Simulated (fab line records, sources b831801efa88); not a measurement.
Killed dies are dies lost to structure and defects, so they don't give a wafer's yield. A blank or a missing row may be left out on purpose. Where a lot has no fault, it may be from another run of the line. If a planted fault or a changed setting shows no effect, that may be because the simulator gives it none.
Split-lot trial :: flow sfq_line :: on a route of 325 steps: 5 lots, 19 wafers read

## ABOUT THE SPLIT
At SFQ_TRILAYER_M7_LITHO_COAT_177 (resist thk 600 nm), the setting resist_thk_nm was moved away from the recipe's 600 nm on 8 of the 19 wafers read, by -2.6% to +5.4%. This setting was run at the recipe's value on the other wafers.

## THE PATH FROM SPLIT TO READING: the file shows 1 step between them
- SFQ_TRILAYER_M7_BARC_OPEN_METAL_ETCH_229: etches BARC in O2, target depth 125 nm, time 41.7 s (also split here: bias_w)

## THE READING
KrF_of_TRILAYER_M7_LITHO_COAT_177.thk_nm (the simulator's own value, which no gauge read), in nm, at SFQ_TRILAYER_M7_ETCH_METAL_ETCH_180 (etches Nb in Cl2/Ar, stops on SiO2, target depth 240 nm, time 120 s). The file gives no usual value for it. Across the 11 wafers here that went through the recipe, the average is 381.8 nm and the standard deviation 1.9 nm.

wafer: L074.1
tool, chamber at the split: litho_track-02, 0
resist_thk_nm as run, nm: 600
against the recipe: recipe
KrF_of_TRILAYER_M7_LITHO_COAT_177.thk_nm, nm: 382.3
against lot-mates on the recipe: -

wafer: L074.2
tool, chamber at the split: litho_track-02, 0
resist_thk_nm as run, nm: 625.8
against the recipe: +4.3%
KrF_of_TRILAYER_M7_LITHO_COAT_177.thk_nm, nm: 408.5
against lot-mates on the recipe: +26.2

wafer: L074.6
tool, chamber at the split: litho_track-02, 0
resist_thk_nm as run, nm: 625.8
against the recipe: +4.3%
KrF_of_TRILAYER_M7_LITHO_COAT_177.thk_nm, nm: 407.6
against lot-mates on the recipe: +25.3

wafer: L078.1
tool, chamber at the split: litho_track-04, 0
resist_thk_nm as run, nm: 600
against the recipe: recipe
KrF_of_TRILAYER_M7_LITHO_COAT_177.thk_nm, nm: 379.3
against lot-mates on the recipe: -

wafer: L078.3
tool, chamber at the split: litho_track-04, 0
resist_thk_nm as run, nm: 600
against the recipe: recipe
KrF_of_TRILAYER_M7_LITHO_COAT_177.thk_nm, nm: 383.1
against lot-mates on the recipe: -

wafer: L078.4
tool, chamber at the split: litho_track-04, 0
resist_thk_nm as run, nm: 600
against the recipe: recipe
KrF_of_TRILAYER_M7_LITHO_COAT_177.thk_nm, nm: 380.5
against lot-mates on the recipe: -

wafer: L081.1
tool, chamber at the split: litho_track-01, 0
resist_thk_nm as run, nm: 600
against the recipe: recipe
KrF_of_TRILAYER_M7_LITHO_COAT_177.thk_nm, nm: 381.3
against lot-mates on the recipe: -

wafer: L081.2
tool, chamber at the split: litho_track-01, 0
resist_thk_nm as run, nm: 615.6
against the recipe: +2.6%
KrF_of_TRILAYER_M7_LITHO_COAT_177.thk_nm, nm: 397.9
against lot-mates on the recipe: +14.7

wafer: L081.3
tool, chamber at the split: litho_track-01, 0
resist_thk_nm as run, nm: 615.6
against the recipe: +2.6%
KrF_of_TRILAYER_M7_LITHO_COAT_177.thk_nm, nm: 396.6
against lot-mates on the recipe: +13.4

wafer: L081.4
tool, chamber at the split: litho_track-01, 0
resist_thk_nm as run, nm: 600
against the recipe: recipe
KrF_of_TRILAYER_M7_LITHO_COAT_177.thk_nm, nm: 383.2
against lot-mates on the recipe: -

wafer: L081.5
tool, chamber at the split: litho_track-01, 0
resist_thk_nm as run, nm: 600
against the recipe: recipe
KrF_of_TRILAYER_M7_LITHO_COAT_177.thk_nm, nm: 385.1
against lot-mates on the recipe: -

wafer: L083.1
tool, chamber at the split: litho_track-01, 0
resist_thk_nm as run, nm: 632.2
against the recipe: +5.4%
KrF_of_TRILAYER_M7_LITHO_COAT_177.thk_nm, nm: 414.8
against lot-mates on the recipe: +31.9

wafer: L083.3
tool, chamber at the split: litho_track-01, 0
resist_thk_nm as run, nm: 632.2
against the recipe: +5.4%
KrF_of_TRILAYER_M7_LITHO_COAT_177.thk_nm, nm: 414.1
against lot-mates on the recipe: +31.2

wafer: L083.4
tool, chamber at the split: litho_track-01, 0
resist_thk_nm as run, nm: 600
against the recipe: recipe
KrF_of_TRILAYER_M7_LITHO_COAT_177.thk_nm, nm: 383.1
against lot-mates on the recipe: -

wafer: L083.5
tool, chamber at the split: litho_track-01, 0
resist_thk_nm as run, nm: 600
against the recipe: recipe
KrF_of_TRILAYER_M7_LITHO_COAT_177.thk_nm, nm: 382.6
against lot-mates on the recipe: -

wafer: L083.6
tool, chamber at the split: litho_track-01, 0
resist_thk_nm as run, nm: 632.2
against the recipe: +5.4%
KrF_of_TRILAYER_M7_LITHO_COAT_177.thk_nm, nm: 415.7
against lot-mates on the recipe: +32.8

wafer: L082.1
tool, chamber at the split: litho_track-01, 0
resist_thk_nm as run, nm: 600
against the recipe: recipe
KrF_of_TRILAYER_M7_LITHO_COAT_177.thk_nm, nm: 380.7
against lot-mates on the recipe: -

wafer: L082.2
tool, chamber at the split: litho_track-01, 0
resist_thk_nm as run, nm: 600
against the recipe: recipe
KrF_of_TRILAYER_M7_LITHO_COAT_177.thk_nm, nm: 378.1
against lot-mates on the recipe: -

wafer: L082.4
tool, chamber at the split: litho_track-01, 0
resist_thk_nm as run, nm: 584.6
against the recipe: -2.6%
KrF_of_TRILAYER_M7_LITHO_COAT_177.thk_nm, nm: 363.9
against lot-mates on the recipe: -15.5

FIT RESULTS
A straight line over all 19 wafers: KrF_of_TRILAYER_M7_LITHO_COAT_177.thk_nm changes by +6.22 nm for each +1% of resist_thk_nm; r = +0.99; the points scatter about the line by 1.7 nm.
The same after taking each lot's own level away (the mean of its wafers on the recipe; 19 wafers): +5.95 nm for each +1%; r = +1.00; scatter 1.2 nm.
On that fit, the largest move of resist_thk_nm shifts the reading by 32 nm.
The lots' own levels span 379.40 to 383.20 nm, that is 2.0 times the standard deviation above.
The two slopes agree, so the slope changes little with the lot-to-lot level.
Check: for one of the wafers moved furthest among these (+5.4%), held out of the fit, the line's prediction against its lot-mates is +31.7 nm. Against them it came out at +31.9 nm.

## FURTHER SPLITS ON THESE WAFERS
Before the reading, these wafers also passed through other splits. Each is held against what the fit with the lots' levels taken away leaves over:
other split on the same wafers: SFQ_TRILAYER_R5_LITHO_PEB_139 peb_time_s
wafers away from the commonest value: 6
r with KrF_of_TRILAYER_M7_LITHO_COAT_177.thk_nm (lot level and that fit taken away): +0.10

other split on the same wafers: SFQ_TRILAYER_C5_BARC_OPEN_VIA_ETCH_210 time_s
wafers away from the commonest value: 10
r with KrF_of_TRILAYER_M7_LITHO_COAT_177.thk_nm (lot level and that fit taken away): +0.03

other split on the same wafers: SFQ_TRILAYER_M6_LITHO_COAT_164 spin_rpm
wafers away from the commonest value: 5
r with KrF_of_TRILAYER_M7_LITHO_COAT_177.thk_nm (lot level and that fit taken away): -0.19

other split on the same wafers: SFQ_TRILAYER_M6_LITHO_PEB_162 peb_temp_c
wafers away from the commonest value: 8
r with KrF_of_TRILAYER_M7_LITHO_COAT_177.thk_nm (lot level and that fit taken away): +0.14

other split on the same wafers: SFQ_TRILAYER_I6_VIA_LITHO_EXPOSE_170 dose_mj
wafers away from the commonest value: 4
r with KrF_of_TRILAYER_M7_LITHO_COAT_177.thk_nm (lot level and that fit taken away): +0.10

other split on the same wafers: SFQ_TRILAYER_I6_VIA_ETCH_VIA_ETCH_172 bias_w
wafers away from the commonest value: 7
r with KrF_of_TRILAYER_M7_LITHO_COAT_177.thk_nm (lot level and that fit taken away): +0.01

other split on the same wafers: SFQ_TRILAYER_M7_DEP_SPUTTER_175 power_w
wafers away from the commonest value: 3
r with KrF_of_TRILAYER_M7_LITHO_COAT_177.thk_nm (lot level and that fit taken away): +0.11

other split on the same wafers: SFQ_TRILAYER_M7_BARC_OPEN_METAL_ETCH_229 bias_w
wafers away from the commonest value: 7
r with KrF_of_TRILAYER_M7_LITHO_COAT_177.thk_nm (lot level and that fit taken away): -0.35

## THE WHOLE CHAIN: every reading that the file lists as answering this split, in the file's order
step: SFQ_TRILAYER_M7_LITHO_COAT_177
what it does: resist thk 600 nm
reading: KrF_of_TRILAYER_M7_LITHO_COAT_177.thk_nm (the simulator's own value, which no gauge read)
change (the file's fit): +6.05 nm for each +1% of the setting
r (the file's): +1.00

step: SFQ_TRILAYER_M7_ETCH_METAL_ETCH_180
what it does: etches Nb in Cl2/Ar, stops on SiO2, target depth 240 nm, time 120 s
reading: KrF_of_TRILAYER_M7_LITHO_COAT_177.thk_nm (the simulator's own value, which no gauge read)
change (the file's fit): +5.9 nm for each +1% of the setting
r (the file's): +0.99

## FILE'S OWN FIT
KrF_of_TRILAYER_M7_LITHO_COAT_177.thk_nm changes by +5.9 nm for each +1% of resist_thk_nm, r = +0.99.
